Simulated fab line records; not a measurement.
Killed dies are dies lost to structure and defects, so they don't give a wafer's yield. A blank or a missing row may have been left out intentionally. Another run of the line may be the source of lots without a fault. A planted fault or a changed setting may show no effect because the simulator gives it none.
Matching of chambers || flow gf180mcu || 3 sister chambers for GF_V1_CVD_02 on pecvd-02
The step deposits SiO2 from TEOS, target thk 850 nm, time 94.851 s. 3 wafers are shown with their chamber, then 7 later ones without.

## WAFERS PAIRED WITH THEIR CHAMBERS
{"wafer": "L545.5", "chamber": 2, "heater_power_w (W)": 779}
{"wafer": "L546.1", "chamber": 0, "heater_power_w (W)": 811}
{"wafer": "L546.3", "chamber": 1, "heater_power_w (W)": 551}

## WAFERS WITHOUT THEIR CHAMBER
{"wafer": "L546.4", "heater_power_w (W)": 573}
{"wafer": "L547.1", "heater_power_w (W)": 551}
{"wafer": "L547.3", "heater_power_w (W)": 801}
{"wafer": "L547.4", "heater_power_w (W)": 628}
{"wafer": "L548.3", "heater_power_w (W)": 743}
{"wafer": "L548.4", "heater_power_w (W)": 607}
{"wafer": "L548.5", "heater_power_w (W)": 458}

## WHICH CHAMBER EACH WENT THROUGH
{"wafer": "L546.4", "from the rows above": 1, "in truth": 1}
{"wafer": "L547.1", "from the rows above": 1, "in truth": 1}
{"wafer": "L547.3", "from the rows above": "can't be placed: 0 or 2", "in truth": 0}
{"wafer": "L547.4", "from the rows above": "can't be placed: 1 or 2", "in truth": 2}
{"wafer": "L548.3", "from the rows above": "can't be placed: 2 or 0", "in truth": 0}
{"wafer": "L548.4", "from the rows above": 1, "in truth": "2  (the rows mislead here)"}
{"wafer": "L548.5", "from the rows above": 1, "in truth": 1}
Correct placement for 3 of the 7. Unplaceable from these rows: 3, with the true chamber sitting among the candidates in 3. 1 placed wrongly.
How it was worked out, from the rows above alone: a wafer's distance from a chamber is the root of the sum, over the readings, of the square of ((its reading less the chamber's mean) divided by the reading's scatter). If the next closest chamber is less than 2 further off than the closest, the wafer can't be placed; otherwise it belongs to the closest. For every chamber, the mean is computed from those of its wafers that are shown. The scatter: with one shown wafer a chamber, the root of the mean of the squares of how far each hidden wafer lies from its nearest shown one.
